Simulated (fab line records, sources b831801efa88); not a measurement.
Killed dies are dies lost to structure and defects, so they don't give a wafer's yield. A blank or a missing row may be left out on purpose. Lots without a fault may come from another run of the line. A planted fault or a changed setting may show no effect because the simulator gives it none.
Chamber matching | flow sfq_line | SFQ_TRILAYER_I1_DEP_PECVD_045 on pecvd-04: 3 sister chambers
The step deposits SiO2 from SiH4/N2O, time 111.11 s, target thk 500 nm. 6 wafers are shown with their chamber, then 7 later ones without.

WAFERS WITH THEIR CHAMBER
wafer  | chamber | heater_power_w (W) | run_length_s (s)
L841.3 | 1       | 131                | 140.0
L857.6 | 1       | 116                | 139.9
L858.3 | 2       | 84                 | 139.7
L858.6 | 2       | 87                 | 140.2
L859.3 | 0       | 83                 | 139.1
L859.5 | 0       | 68                 | 139.5

WAFERS WITHOUT THEIR CHAMBER
wafer  | heater_power_w (W) | run_length_s (s)
L859.6 | 87                 | 140.0
L861.4 | 80                 | 139.5
L861.5 | 87                 | 139.3
L861.6 | 130                | 139.9
L862.2 | 83                 | 140.0
L862.5 | 128                | 140.2
L862.6 | 74                 | 139.1

WHICH CHAMBER EACH WENT THROUGH
wafer  | from the rows above     | in truth
L859.6 | 2                       | 2
L861.4 | can't be placed: 0 or 2 | 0
L861.5 | can't be placed: 0 or 2 | 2
L861.6 | 1                       | 1
L862.2 | 2                       | 2
L862.5 | 1                       | 1
L862.6 | 0                       | 0
Placed correctly: 5 of 7. Can't be placed from these rows: 2 (the true chamber is among the candidates in 2). Placed wrongly: 0.
How it was worked out, from the rows above alone: a wafer's distance from a chamber is the root of the sum, over the readings, of the square of ((its reading less the chamber's mean) divided by the reading's scatter). The wafer belongs to the nearest chamber; if the next one is less than 2 further off, it can't be placed. A chamber's mean is the mean of its shown wafers. The scatter: the root of (the sum of the squares of (reading less its chamber's mean) over the shown wafers, divided by (wafers less chambers)).
